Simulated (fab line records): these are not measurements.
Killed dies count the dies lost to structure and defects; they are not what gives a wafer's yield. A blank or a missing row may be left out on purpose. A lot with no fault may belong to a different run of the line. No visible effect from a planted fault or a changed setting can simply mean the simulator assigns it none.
fab line records	flow sky130
[record] lots = 5	wafers = 23
route steps=708 shown CAPM@539 METAL3@560 VIA3@573 METAL4@601 CAP2M@610
start_h: hours from the record's first day to the start of the lot's first wafer shown	wait_h: time in hours since the lot's previous step	" unchanged from the row above	L1.1+2: one row covering several wafers at once	- value missing, or start not given	* or withheld: withheld	< > ~ a bound
route shown NAME@n: a module of which the file shows steps, and the number in the route of the first	usual: the fault-free wafers' mean and standard deviation	same: alike in all rows	chamber/n: place in a boat	sites: the reading at each site	_std_site: their standard deviation	_edge_site: mean of outer sites minus mean of inner sites	radius_mm: for every site, how far away it sits from the centre of the wafer	mask NAME#n: copy n	behind: the most recent tool/chamber to have shaped the wafer	hold: the reason the lot was held/the length of the hold in hours/how it ended	device: whichever transistor did not switch (one of n, p or np)	end of line: tests run on the same wafers once the route is complete	where a step has no rows: the recipe by itself	killed: dies lost to structure and defects at the first sort, not the wafer's yield	map: dies across one wafer; x = killed, . = not, _ = none there
set.NAME: the run value of the setting; set.NAME@STEP: its run value at that earlier step	model.NAME: the simulator's own value behind a step, which no gauge read
lots run with intentionally changed settings; tables by step, rows by wafer
[[steps]]
[step SKY_CAPM_SPUTTER_02]
[recipe] material = TiN	target_thk_nm = 200	temp_c = 300	power_w = 6500	time_s = 166.7	chamber_pressure_pa = 0.4
lot.wafer	tool	chamber	start_h	wait_h	set.power_w	model.TiN_of_CAPM_SPUTTER_02.thk_nm
L079.1	pvd_sputter-01	-	890.14	0.1	6500	197.3
L079.2	"	-	"	"	6500	202.6
L079.3	"	-	"	"	6500	201.5
L079.4	"	-	"	"	6500	201.4
L079.6	"	-	"	"	6500	202.4
L080.1	pvd_sputter-01	-	894.21	0.1	7040	221.4
L080.2	"	-	"	"	6500	201.3
L080.4	"	-	"	"	7040	213.6
L080.5	"	-	"	"	6500	201.9
L080.6	"	-	"	"	6500	201.7
L081.1	pvd_sputter-04	-	901.36	0.1	6500	200.6
L081.2	"	-	"	"	6500	192
L081.3	"	-	"	"	6500	194.4
L084.2	pvd_sputter-01	-	941.41	0.0	6500	203.1
L084.3	"	-	"	"	6500	200.2
L084.4	"	-	"	"	6500	200.1
L084.5	"	-	"	"	6500	198.8
L084.6	"	-	"	"	6500	201.8
L085.1	pvd_sputter-01	-	950.19	0.1	6500	196.8
L085.2	"	-	"	"	6071	188.1
L085.3	"	-	"	"	6500	201.6
L085.5	"	-	"	"	6071	182.1
L085.6	"	-	"	"	6071	187.8
[step SKY_CAPM_RS_MEAS_03]
[recipe] thk_meas_gauge = four-point-probe	reads = TiN_of_CAPM_SPUTTER_02
[usual] CAPM_TIN_RS = 6.90/0.12
lot.wafer	tool	chamber	start_h	wait_h	set.power_w@CAPM_SPUTTER_02	CAPM_TIN_RS[ohm/sq]
L079.1	film_metro-01	-	890.25	0.1	6500	7.01
L079.2	"	-	"	"	6500	6.81
L079.3	"	-	"	"	6500	6.86
L079.4	"	-	"	"	6500	6.85
L079.6	"	-	"	"	6500	6.82
L080.1	film_metro-03	-	894.31	0.1	7040	6.22
L080.2	"	-	"	"	6500	6.87
L080.4	"	-	"	"	7040	6.46
L080.5	"	-	"	"	6500	6.82
L080.6	"	-	"	"	6500	6.86
L081.1	film_metro-04	-	901.46	0.1	6500	6.91
L081.2	"	-	"	"	6500	7.19
L081.3	"	-	"	"	6500	7.13
L084.2	film_metro-03	-	941.54	0.1	6500	6.79
L084.3	"	-	"	"	6500	6.88
L084.4	"	-	"	"	6500	6.90
L084.5	"	-	"	"	6500	6.94
L084.6	"	-	"	"	6500	6.83
L085.1	film_metro-03	-	950.30	0.1	6500	7.01
L085.2	"	-	"	"	6071	7.34
L085.3	"	-	"	"	6500	6.85
L085.5	"	-	"	"	6071	7.60
L085.6	"	-	"	"	6071	7.36
[step SKY_CAPM_THK_MEAS_04]
[recipe] thk_meas_gauge = xrf	reads = TiN_of_CAPM_SPUTTER_02
[usual] CAPM_TIN_THK = 202/3.3
lot.wafer	tool	chamber	start_h	wait_h	set.power_w@CAPM_SPUTTER_02	CAPM_TIN_THK[nm]
L079.1	film_metro-01	-	890.37	0.1	6500	199
L079.2	"	-	"	"	6500	204
L079.3	"	-	"	"	6500	203
L079.4	"	-	"	"	6500	203
L079.6	"	-	"	"	6500	204
L080.1	film_metro-03	-	894.43	0.1	7040	223
L080.2	"	-	"	"	6500	202
L080.4	"	-	"	"	7040	215
L080.5	"	-	"	"	6500	203
L080.6	"	-	"	"	6500	203
L081.1	film_metro-04	-	901.58	0.1	6500	202
L081.2	"	-	"	"	6500	193
L081.3	"	-	"	"	6500	195
L084.2	film_metro-03	-	941.65	0.1	6500	204
L084.3	"	-	"	"	6500	201
L084.4	"	-	"	"	6500	202
L084.5	"	-	"	"	6500	199
L084.6	"	-	"	"	6500	203
L085.1	film_metro-03	-	950.42	0.1	6500	198
L085.2	"	-	"	"	6071	190
L085.3	"	-	"	"	6500	202
L085.5	"	-	"	"	6071	182
L085.6	"	-	"	"	6071	188
[step SKY_CAPM_METAL_ETCH_13]
[recipe] target_depth_nm = 220	stop_on = SiO2	chemistry = Cl2/BCl3	target = TiN	pressure_mtorr = 10	icp_w = 900	bias_w = 48.5	Cl2_flow_sccm = 60	bcl3_flow_sccm = 30	time_s = 62.9
lot.wafer	tool	chamber	start_h	wait_h	set.time_s	model.NOVOLAK_of_CAPM_COAT_07.thk_nm
L079.1	rie_metal-04	0	915.18	0.0	62.9	991.6
L079.2	"	1	"	"	66.65	985.9
L079.3	"	0	"	"	62.9	990.1
L079.4	"	1	"	"	66.65	983.6
L079.6	"	0	"	"	62.9	996.3
L080.1	rie_metal-04	1	919.86	0.0	54.23	-
L080.2	"	0	"	"	62.9	993.1
L080.4	"	0	"	"	62.9	-
L080.5	"	0	"	"	62.9	992.8
L080.6	"	1	"	"	54.23	1017
L081.1	rie_metal-04	0	925.78	0.0	62.9	993.4
L081.2	"	1	"	"	62.9	998.6
L081.3	"	1	"	"	62.9	998
L084.2	rie_metal-02	1	965.46	0.0	62.9	989
L084.3	"	0	"	"	72.2	966.3
L084.4	"	1	"	"	72.2	967
L084.5	"	1	"	"	62.9	985.2
L084.6	"	0	"	"	72.2	961.7
L085.1	rie_metal-01	1	974.63	0.0	62.9	992.4
L085.2+5	"	0,1	"	"	56.58	-
L085.3	"	1	"	"	62.9	993.6
L085.6	"	0	"	"	62.9	-
[step SKY_CAPM_STRIP_14]
[recipe] chemistry = O2/N2	power_w = 1400	pressure_mtorr = 1500	platen_temp_c = withheld	o2_flow_sccm = 3000	n2_flow_sccm = 300	overash_fraction = 0.5
[usual] strip_time_to_endpoint_s = 12.64/0.051
lot.wafer	tool	chamber	start_h	wait_h	set.time_s@CAPM_METAL_ETCH_13	strip_time_to_endpoint_s
L079.1	plasma_asher-03	0	915.25	0.1	62.9	12.64
L079.2	"	1	"	"	66.65	12.57
L079.3	"	0	"	"	62.9	12.63
L079.4	"	1	"	"	66.65	12.54
L079.6	"	1	"	"	62.9	12.70
L080.1	plasma_asher-03	0	919.94	0.1	54.23	12.84
L080.2	"	1	"	"	62.9	12.66
L080.4	"	1	"	"	62.9	12.68
L080.5	"	0	"	"	62.9	12.67
L080.6	"	1	"	"	54.23	12.86
L081.1	plasma_asher-04	0	925.88	0.1	62.9	12.65
L081.2	"	1	"	"	62.9	12.70
L081.3	"	0	"	"	62.9	12.71
L084.2	plasma_asher-01	1	965.54	0.1	62.9	12.60
L084.3	"	0	"	"	72.2	12.33
L084.4	"	1	"	"	72.2	12.34
L084.5	"	1	"	"	62.9	12.55
L084.6	"	0	"	"	72.2	12.28
L085.1	plasma_asher-03	1	974.71	0.1	62.9	12.63
L085.2	"	0	"	"	56.58	12.78
L085.3	"	1	"	"	62.9	12.64
L085.5	"	0	"	"	56.58	12.80
L085.6	"	1	"	"	62.9	12.60
[step SKY_METAL3_EXPOSE_10]
[recipe] mask_id = MM3	na = 0.68	source_shape = annular	sigma_inner = 0.4	sigma_outer = 0.8	target_cd_nm = 300	dose_mj = 28
lot.wafer	tool	chamber	start_h	wait_h	mask	set.dose_mj
L079.1+3+4	krf_scanner-01	0	-	-	MM3#0	28.98
L079.2+6	"	0	"	"	MM3#0	28
L080.1+2+4+5+6	krf_scanner-02	0	-	-	MM3#0	28
L081.1+2+3	krf_scanner-01	0	-	-	MM3#0	28
L084.2+4	krf_scanner-01	0	-	-	MM3#0	29.91
L084.3+5+6	"	0	"	"	MM3#0	28
L085.1+2+6	krf_scanner-02	0	-	-	MM3#0	28.85
L085.3+5	"	0	"	"	MM3#0	28
[step SKY_METAL3_PEB_11]
[recipe] peb_temp_c = withheld	peb_time_s = withheld	resist = KrF-thick
[step SKY_METAL3_DEVELOP_12]
[recipe] develop_time_s = 58.63	resist = KrF-thick	dev_temp_c = 21
lot.wafer	tool	chamber	start_h	wait_h	set.dose_mj@METAL3_EXPOSE_10	model.METAL3.cd_nm
L079.1	litho_track-04	0	-	-	28.98	291
L079.2	"	0	"	"	28	296.4
L079.3	"	0	"	"	28.98	292.5
L079.4	"	0	"	"	28.98	293
L079.6	"	0	"	"	28	298.7
L080.1	litho_track-02	0	-	-	28	301.9
L080.2	"	0	"	"	28	302.7
L080.4	"	0	"	"	28	301.6
L080.5	"	0	"	"	28	300.2
L080.6	"	0	"	"	28	301.4
L081.1	litho_track-03	0	-	-	28	301.2
L081.2	"	0	"	"	28	300.9
L081.3	"	0	"	"	28	300.8
L084.2	litho_track-04	0	-	-	29.91	290.1
L084.3	"	0	"	"	28	301.1
L084.4	"	0	"	"	29.91	288.5
L084.5	"	0	"	"	28	301.2
L084.6	"	0	"	"	28	300.8
L085.1	litho_track-02	0	-	-	28.85	295.5
L085.2	"	0	"	"	28.85	296
L085.3	"	0	"	"	28	300.7
L085.5	"	0	"	"	28	300.1
L085.6	"	0	"	"	28.85	294
[step SKY_METAL3_CD_MEAS_13]
[recipe] target_cd_nm = 300
[usual] cd_nm = 300.2/1.3
lot.wafer	tool	chamber	start_h	wait_h	set.dose_mj@METAL3_EXPOSE_10	cd_nm
L079.1	cd_sem-02	-	940.49	-	28.98	290.7
L079.2	"	-	"	"	28	295.9
L079.3	"	-	"	"	28.98	292.4
L079.4	"	-	"	"	28.98	292.9
L079.6	"	-	"	"	28	298.9
L080.1	cd_sem-02	-	944.77	-	28	302.3
L080.2	"	-	"	"	28	302.9
L080.4	"	-	"	"	28	301.4
L080.5	"	-	"	"	28	300.1
L080.6	"	-	"	"	28	301.5
L081.1	cd_sem-02	-	951.63	-	28	301.1
L081.2	"	-	"	"	28	300.7
L081.3	"	-	"	"	28	301.0
L084.2	cd_sem-01	-	990.41	-	29.91	290.1
L084.3	"	-	"	"	28	300.9
L084.4	"	-	"	"	29.91	288.5
L084.5	"	-	"	"	28	301.0
L084.6	"	-	"	"	28	301.0
L085.1	cd_sem-02	-	999.17	-	28.85	295.4
L085.2	"	-	"	"	28.85	295.8
L085.3	"	-	"	"	28	300.5
L085.5	"	-	"	"	28	300.1
L085.6	"	-	"	"	28.85	294.0
[step SKY_METAL3_DESCUM_15]
[recipe] chemistry = O2	source_power_w = 150	bias_power_w = 0	pressure_mtorr = 10	temp_c = 40	time_s = 8
lot.wafer	tool	chamber	start_h	wait_h	set.dose_mj@METAL3_EXPOSE_10	model.METAL3.cd_nm
L079.1	rie_metal-02	1	940.65	0.0	28.98	290.9
L079.2	"	0	"	"	28	296.7
L079.3	"	0	"	"	28.98	292.8
L079.4	"	1	"	"	28.98	293.2
L079.6	"	1	"	"	28	298.6
L080.1	rie_metal-01	1	944.93	0.0	28	303.5
L080.2	"	0	"	"	28	301.9
L080.4	"	0	"	"	28	300.9
L080.5	"	1	"	"	28	301.5
L080.6	"	0	"	"	28	300.5
L081.1	rie_metal-02	0	951.78	0.0	28	301.4
L081.2	"	1	"	"	28	301
L081.3	"	0	"	"	28	301.2
L084.2	rie_metal-01	0	990.57	0.0	29.91	289.5
L084.3	"	0	"	"	28	300.4
L084.4	"	1	"	"	29.91	289.6
L084.5	"	1	"	"	28	302.4
L084.6	"	0	"	"	28	300.2
L085.1	rie_metal-03	0	999.33	0.0	28.85	294.1
L085.2	"	1	"	"	28.85	295.6
L085.3	"	0	"	"	28	299.7
L085.5	"	0	"	"	28	298.8
L085.6	"	1	"	"	28.85	293.5
[step SKY_VIA3_HDPCVD_00]
[recipe] material = SiO2	target_thk_nm = 1635	sigma_open_frac = 0.3	time_s = 272.5	temp_c = 400	sih4_flow_sccm = 60	pressure_mtorr = 6
lot.wafer	tool	chamber	start_h	wait_h	set.time_s	model.SiO2_of_VIA3_HDPCVD_00.thk_nm
L079.1+2+6	hdpcvd-02	1,2,2	941.56	0.0	272.5	-
L079.3	"	0	"	"	272.5	1611
L079.4	"	0	"	"	272.5	1655
L080.1	hdpcvd-02	0	945.88	0.0	272.5	1645
L080.2	"	1	"	"	288.6	1730
L080.4	"	1	"	"	272.5	1622
L080.5	"	1	"	"	272.5	1614
L080.6	"	0	"	"	288.6	1717
L081.1	hdpcvd-01	2	952.70	0.0	272.5	1639
L081.2	"	0	"	"	272.5	1657
L081.3	"	1	"	"	272.5	1616
L084.2	hdpcvd-02	0	991.55	0.0	272.5	1610
L084.3	"	1	"	"	272.5	1628
L084.4+5	"	2,1	"	"	272.5	-
L084.6	"	0	"	"	272.5	1621
L085.1	hdpcvd-01	1	1000.29	0.0	238.6	1393
L085.2	"	2	"	"	272.5	1622
L085.3	"	0	"	"	238.6	1452
L085.5	"	2	"	"	238.6	1445
L085.6	"	0	"	"	272.5	1627
[step SKY_VIA3_THK_MEAS_01]
[recipe] reads = SiO2_of_VIA3_HDPCVD_00
[usual] VIA3_HDPCVD_THK = 1629/19
lot.wafer	tool	chamber	start_h	wait_h	set.time_s@VIA3_HDPCVD_00	VIA3_HDPCVD_THK[nm]
L079.1	film_metro-02	-	941.73	0.1	272.5	1623
L079.2	"	-	"	"	272.5	1652
L079.3	"	-	"	"	272.5	1612
L079.4	"	-	"	"	272.5	1655
L079.6	"	-	"	"	272.5	1677
L080.1	film_metro-04	-	946.14	0.2	272.5	1645
L080.2	"	-	"	"	288.6	1728
L080.4	"	-	"	"	272.5	1622
L080.5	"	-	"	"	272.5	1614
L080.6	"	-	"	"	288.6	1717
L081.1	film_metro-02	-	952.87	0.1	272.5	1639
L081.2	"	-	"	"	272.5	1657
L081.3	"	-	"	"	272.5	1616
L084.2	film_metro-02	-	991.73	0.1	272.5	1610
L084.3	"	-	"	"	272.5	1628
L084.4	"	-	"	"	272.5	1643
L084.5	"	-	"	"	272.5	1624
L084.6	"	-	"	"	272.5	1620
L085.1	film_metro-04	-	1000.46	0.1	238.6	1392
L085.2	"	-	"	"	272.5	1621
L085.3	"	-	"	"	238.6	1450
L085.5	"	-	"	"	238.6	1445
L085.6	"	-	"	"	272.5	1626
[step SKY_VIA3_COAT_07]
[recipe] resist = KrF-thick	spin_rpm = 3000	resist_thk_nm = 450
lot.wafer	tool	chamber	start_h	wait_h	set.resist_thk_nm	model.KrF-thick_of_VIA3_COAT_07.thk_nm
L079.1	litho_track-03	0	-	-	450	447.4
L079.2	"	0	"	"	450	447.3
L079.3	"	0	"	"	450	448.2
L079.4	"	0	"	"	450	448.6
L079.6	"	0	"	"	450	447.9
L080.1	litho_track-02	0	-	-	450	450.5
L080.2	"	0	"	"	450	450.2
L080.4+6	"	0	"	"	450	450.9
L080.5	"	0	"	"	450	448.8
L081.1	litho_track-03	0	-	-	450	448.1
L081.2	"	0	"	"	450	448.3
L081.3	"	0	"	"	450	448
L084.2	litho_track-03	0	-	-	450	448.7
L084.3	"	0	"	"	460.2	458.7
L084.4	"	0	"	"	450	448.2
L084.5	"	0	"	"	460.2	459.3
L084.6	"	0	"	"	450	447.7
L085.1	litho_track-02	0	-	-	450	448.2
L085.2+3	"	0	"	"	433.6	431.1
L085.5	"	0	"	"	450	446.4
L085.6	"	0	"	"	433.6	431.2
[step SKY_VIA3_SOFTBAKE_08]
[recipe] temp_c = 100	time_s = 90	resist = KrF-thick
[step SKY_VIA3_EXPOSE_09]
[recipe] mask_id = VIM3	na = 0.8	source_shape = annular	sigma_inner = 0.55	sigma_outer = 0.85	target_cd_nm = 200	dose_mj = 38
[step SKY_VIA3_ETCH_14]
[recipe] chemistry = N2/H2	target = BARC	ion_energy_ev = 200	source_w = 500	bias_w = 100	pressure_mtorr = 30	n2_flow_sccm = 100	h2_flow_sccm = 200	stop_on = SiO2	time_s = 45.9	target_depth_a = 600
lot.wafer	tool	chamber	start_h	wait_h	set.resist_thk_nm@VIA3_COAT_07	model.KrF-thick_of_VIA3_COAT_07.thk_nm
L079.1	rie_diel-02	2	966.53	0.0	450	392.2
L079.2	"	3	"	"	450	390.4
L079.3	"	1	"	"	450	391.1
L079.4	"	0	"	"	450	392.3
L079.6	"	3	"	"	450	391
L080.1	rie_diel-01	1	971.29	0.0	450	394.3
L080.2	"	3	"	"	450	392.1
L080.4	"	0	"	"	450	393.7
L080.5	"	3	"	"	450	390.8
L080.6	"	2	"	"	450	393.1
L081.1	rie_diel-01	3	977.83	0.0	450	389.9
L081.2	"	1	"	"	450	391.4
L081.3	"	0	"	"	450	391.3
L084.2	rie_diel-02	0	1015.73	0.0	450	392.7
L084.3	"	2	"	"	460.2	404.1
L084.4	"	3	"	"	450	391.9
L084.5	"	1	"	"	460.2	402.2
L084.6	"	2	"	"	450	393.2
L085.1	rie_diel-02	0	1021.94	0.0	450	392.2
L085.2	"	1	"	"	433.6	373.8
L085.3	"	2	"	"	433.6	376.1
L085.5	"	0	"	"	450	389.9
L085.6	"	1	"	"	433.6	373.9
[step SKY_VIA3_ETCH_15]
[recipe] target = SiO2	chemistry = C4F8/O2/Ar	target_depth_nm = 507	stop_on = TiN	mask_material = KrF-thick	source_w = 1500	bias_w = 1200	pressure_mtorr = 40	c4f8_flow_sccm = withheld	O2_flow_sccm = 6	Ar_flow_sccm = 300	time_s = 78
lot.wafer	tool	chamber	start_h	wait_h	set.time_s	model.TiN_of_METAL3_SPUTTER_04.thk_nm
L079.1	rie_diel-02	2	966.57	0.0	78	71.55
L079.2	"	3	"	"	87.34	68.45
L079.3	"	1	"	"	87.34	69.34
L079.4	"	0	"	"	78	70.55
L079.6	"	3	"	"	78	70.97
L080.1	rie_diel-01	1	971.33	0.0	78	71.01
L080.2	"	3	"	"	78	71
L080.4	"	0	"	"	78	70.33
L080.5	"	3	"	"	78	70.85
L080.6	"	2	"	"	78	71.59
L081.1	rie_diel-01	3	977.87	0.0	78	69.32
L081.2	"	1	"	"	78	69.71
L081.3	"	0	"	"	78	69.89
L084.2	rie_diel-02	0	1015.77	0.0	78	68.93
L084.3	"	2	"	"	78	69.27
L084.4	"	3	"	"	78	69.31
L084.5	"	1	"	"	78	68.8
L084.6	"	2	"	"	78	69.18
L085.1	rie_diel-02	0	1021.98	0.0	78	69.26
L085.2	"	1	"	"	89.11	68.03
L085.3	"	2	"	"	89.11	67.11
L085.5	"	0	"	"	89.11	67.99
L085.6	"	1	"	"	78	69.73
[step SKY_METAL4_SPUTTER_03]
[recipe] material = Ti	target_thk_nm = 5	power_w = 3000	time_s = 3.3	chamber_pressure_pa = 0.4
lot.wafer	tool	chamber	start_h	wait_h	set.power_w	model.Ti_of_METAL4_SPUTTER_03.thk_nm
L079.1	pvd_sputter-01	-	967.97	0.0	2811	4.65
L079.2	"	-	"	"	2811	4.649
L079.3	"	-	"	"	3000	5.073
L079.4	"	-	"	"	3000	4.969
L079.6	"	-	"	"	2811	4.714
L080.1	pvd_sputter-01	-	972.73	0.0	2869	4.625
L080.2	"	-	"	"	2869	4.683
L080.4	"	-	"	"	3000	4.932
L080.5	"	-	"	"	2869	4.726
L080.6	"	-	"	"	3000	4.935
L081.1	pvd_sputter-01	-	979.62	0.0	3000	4.829
L081.2	"	-	"	"	3000	4.879
L081.3	"	-	"	"	3000	5.052
L084.2	pvd_sputter-01	-	1017.85	0.0	3000	4.876
L084.3	"	-	"	"	3000	5.024
L084.4	"	-	"	"	3318	5.45
L084.5	"	-	"	"	3318	5.504
L084.6	"	-	"	"	3000	4.9
L085.1	pvd_sputter-01	-	1023.55	0.0	3000	4.995
L085.2	"	-	"	"	3000	5.02
L085.3	"	-	"	"	3000	4.863
L085.5	"	-	"	"	3000	4.896
L085.6	"	-	"	"	3000	5.029
[step SKY_CAP2M_COAT_07]
[recipe] resist = NOVOLAK	spin_rpm = 3000	resist_thk_nm = 1140
lot.wafer	tool	chamber	start_h	wait_h	set.resist_thk_nm	model.NOVOLAK_of_CAP2M_COAT_07.thk_nm
L079.1	litho_track-01	0	979.10	0.1	1188	1188
L079.2	"	0	"	"	1140	1132
L079.3	"	0	"	"	1140	1135
L079.4	"	0	"	"	1188	1186
L079.6	"	0	"	"	1140	1134
L080.1+5	litho_track-03	0	984.58	0.1	1079	1077
L080.2	"	0	"	"	1140	1139
L080.4	"	0	"	"	1140	1137
L080.6	"	0	"	"	1079	1076
L081.1	litho_track-04	0	991.84	0.1	1140	1140
L081.2	"	0	"	"	1140	1139
L081.3	"	0	"	"	1140	1137
L084.2+4	litho_track-01	0	1027.42	0.1	1140	1138
L084.3	"	0	"	"	1113	1113
L084.5	"	0	"	"	1140	1133
L084.6	"	0	"	"	1113	1108
L085.1	litho_track-01	0	1035.80	0.1	1086	1087
L085.2	"	0	"	"	1140	1140
L085.3	"	0	"	"	1086	1088
L085.5	"	0	"	"	1140	1141
L085.6	"	0	"	"	1086	1085
[step SKY_CAP2M_SOFTBAKE_08]
[recipe] temp_c = 90	time_s = 60	resist = NOVOLAK
[step SKY_CAP2M_EXPOSE_09]
[recipe] mask_id = CAP2M	na = 0.6	source_shape = conventional	sigma_outer = 0.6	polarization = unpolarized	target_cd_nm = 1000	dose_mj = 159
[step SKY_CAP2M_PEB_10]
[recipe] temp_c = withheld	time_s = *	resist = NOVOLAK
[step SKY_CAP2M_DEVELOP_11]
[recipe] resist = NOVOLAK	developer = TMAH	develop_time_s = 61.15	dev_temp_c = 23
lot.wafer	tool	chamber	start_h	wait_h	set.resist_thk_nm@CAP2M_COAT_07	model.CAP2M.cd_nm
L079.1	litho_track-03	0	991.43	0.1	1188	1000
L079.2	"	0	"	"	1140	994.3
L079.3	"	0	"	"	1140	994.2
L079.4	"	0	"	"	1188	1002
L079.6	"	0	"	"	1140	994.1
L080.1	litho_track-03	0	996.43	0.1	1079	993.4
L080.2	"	0	"	"	1140	995.9
L080.4	"	0	"	"	1140	1000
L080.5	"	0	"	"	1079	991.8
L080.6	"	0	"	"	1079	992.2
L081.1+3	litho_track-04	0	1002.74	0.1	1140	1001
L081.2	"	0	"	"	1140	1002
L084.2	litho_track-01	0	1039.47	0.1	1140	998.9
L084.3	"	0	"	"	1113	998.5
L084.4	"	0	"	"	1140	1001
L084.5	"	0	"	"	1140	998.8
L084.6	"	0	"	"	1113	997.1
L085.1	litho_track-03	0	1045.08	0.1	1086	993.9
L085.2	"	0	"	"	1140	996.3
L085.3	"	0	"	"	1086	993
L085.5	"	0	"	"	1140	996.1
L085.6	"	0	"	"	1086	989.8
[[key]]
[split] step = SKY_CAPM_SPUTTER_02	setting = power_w	stated = 6500	by = wafer
[response] step = SKY_CAPM_SPUTTER_02	reading = model.TiN_of_CAPM_SPUTTER_02.thk_nm	change = +1.94	per = 1%	r = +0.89
[response] step = SKY_CAPM_RS_MEAS_03	reading = CAPM_TIN_RS	change = -0.0671	per = 1%	r = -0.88
[response] step = SKY_CAPM_THK_MEAS_04	reading = CAPM_TIN_THK	change = +1.95	per = 1%	r = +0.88
[split] step = SKY_CAPM_METAL_ETCH_13	setting = time_s	stated = 62.9	by = wafer
[response] step = SKY_CAPM_METAL_ETCH_13	reading = model.NOVOLAK_of_CAPM_COAT_07.thk_nm	change = -1.55	per = 1%	r = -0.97
[response] step = SKY_CAPM_STRIP_14	reading = strip_time_to_endpoint_s	change = *	per = 1%	r = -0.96
[split] step = SKY_METAL3_EXPOSE_10	setting = dose_mj	stated = 28	by = wafer
[response] step = SKY_METAL3_DEVELOP_12	reading = model.METAL3.cd_nm	change = -1.69	per = 1%	r = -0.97
[response] step = SKY_METAL3_CD_MEAS_13	reading = cd_nm	change = -1.69	per = 1%	r = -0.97
[response] step = SKY_METAL3_DESCUM_15	reading = model.METAL3.cd_nm	change = -1.64	per = 1%	r = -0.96
[split] step = SKY_VIA3_HDPCVD_00	setting = time_s	stated = 272.5	by = wafer
[response] step = SKY_VIA3_HDPCVD_00	reading = model.SiO2_of_VIA3_HDPCVD_00.thk_nm	change = +15.7	per = 1%	r = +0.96
[response] step = SKY_VIA3_THK_MEAS_01	reading = VIA3_HDPCVD_THK	change = +15.7	per = 1%	r = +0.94
[split] step = SKY_VIA3_COAT_07	setting = resist_thk_nm	stated = 450	by = wafer
[response] step = SKY_VIA3_COAT_07	reading = model.KrF-thick_of_VIA3_COAT_07.thk_nm	change = +4.53	per = 1%	r = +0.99
[response] step = SKY_VIA3_ETCH_14	reading = model.KrF-thick_of_VIA3_COAT_07.thk_nm	change = +4.56	per = 1%	r = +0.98
[split] step = SKY_VIA3_ETCH_15	setting = time_s	stated = 78	by = wafer
[response] step = SKY_VIA3_ETCH_15	reading = model.TiN_of_METAL3_SPUTTER_04.thk_nm	change = -0.147	per = 1%	r = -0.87
[split] step = SKY_METAL4_SPUTTER_03	setting = power_w	stated = 3000	by = wafer
[response] step = SKY_METAL4_SPUTTER_03	reading = model.Ti_of_METAL4_SPUTTER_03.thk_nm	change = +0.0531	per = 1%	r = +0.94
[split] step = SKY_CAP2M_COAT_07	setting = resist_thk_nm	stated = 1140	by = wafer
[response] step = SKY_CAP2M_COAT_07	reading = model.NOVOLAK_of_CAP2M_COAT_07.thk_nm	change = +11.7	per = 1%	r = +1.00
[response] step = SKY_CAP2M_DEVELOP_11	reading = model.CAP2M.cd_nm	change = +1.08	per = 1%	r = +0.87
